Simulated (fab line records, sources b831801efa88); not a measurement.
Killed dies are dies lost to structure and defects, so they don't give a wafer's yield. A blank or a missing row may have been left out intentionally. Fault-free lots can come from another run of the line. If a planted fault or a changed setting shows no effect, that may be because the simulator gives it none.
Matching of chambers + flow sfqLine + SFQ_TRILAYER_I6_CMP_CMP_166 on cmp-01 has 4 sister chambers
The step polishes SiO2. 16 wafers are shown with their chamber, then 8 later ones without.

EACH WAFER AND ITS CHAMBER
| wafer  | chamber | motorCurrentA (A) | timeToEndpointS (s) |
|--------|---------|-------------------|---------------------|
| L693.2 | 0       | 9.9               | 218                 |
| L693.3 | 2       | 12.3              | 217                 |
| L693.6 | 0       | 9.9               | 225                 |
| L694.3 | 1       | 10.6              | 218                 |
| L694.4 | 0       | 10.0              | 218                 |
| L694.6 | 2       | 12.5              | 211                 |
| L697.3 | 0       | 10.1              | 208                 |
| L697.4 | 3       | 10.0              | 215                 |
| L697.6 | 1       | 10.4              | 206                 |
| L700.3 | 2       | 11.9              | 204                 |
| L700.5 | 2       | 12.0              | 214                 |
| L700.6 | 1       | 11.3              | 223                 |
| L702.1 | 3       | 9.9               | 211                 |
| L702.2 | 2       | 11.8              | 207                 |
| L702.4 | 1       | 10.7              | 221                 |
| L707.3 | 0       | 9.8               | 208                 |

SIGNATURES (averages over the wafers above)
| reading         | chamber 0 | chamber 1 | chamber 2 | chamber 3 | scatter within a chamber |
|-----------------|-----------|-----------|-----------|-----------|--------------------------|
| motorCurrentA   | 9.940     | 10.750    | 12.100    | 9.950     | 0.266                    |
| timeToEndpointS | 215.40    | 217.00    | 210.60    | 213.00    | 6.5                      |
Rule: a wafer's distance from a chamber is the root of the sum, over the readings, of the square of ((its reading less the chamber's mean) divided by the reading's scatter). If the next closest chamber is less than 2 further off than the closest, the wafer can't be placed; otherwise it belongs to the closest. The scatter is the square root of a quotient: the sum, over the shown wafers, of each reading's squared deviation from its chamber's mean, divided by wafers minus chambers.

WAFERS WHOSE CHAMBER IS MISSING
| wafer  | motorCurrentA (A) | timeToEndpointS (s) |
|--------|-------------------|---------------------|
| L707.4 | 10.5              | 217                 |
| L707.5 | 10.0              | 215                 |
| L709.2 | 9.9               | 209                 |
| L709.5 | 11.9              | 221                 |
| L709.6 | 10.2              | 212                 |
| L713.1 | 11.3              | 214                 |
| L713.4 | 10.8              | 226                 |
| L713.6 | 10.1              | 217                 |

CHAMBER TAKEN BY EACH
| wafer  | from the rows above          | in truth |
|--------|------------------------------|----------|
| L707.4 | can't be placed: 1 or 0 or 3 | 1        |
| L707.5 | can't be placed: 0 or 3      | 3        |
| L709.2 | can't be placed: 3 or 0      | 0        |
| L709.5 | 2                            | 2        |
| L709.6 | can't be placed: 3 or 0 or 1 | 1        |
| L713.1 | can't be placed: 1 or 2      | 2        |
| L713.4 | 1                            | 1        |
| L713.6 | can't be placed: 0 or 3 or 1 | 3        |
Correct placement for 2 of the 8. Unplaceable from these rows: 6, with the true chamber sitting among the candidates in 6. Wrongly placed: 0.
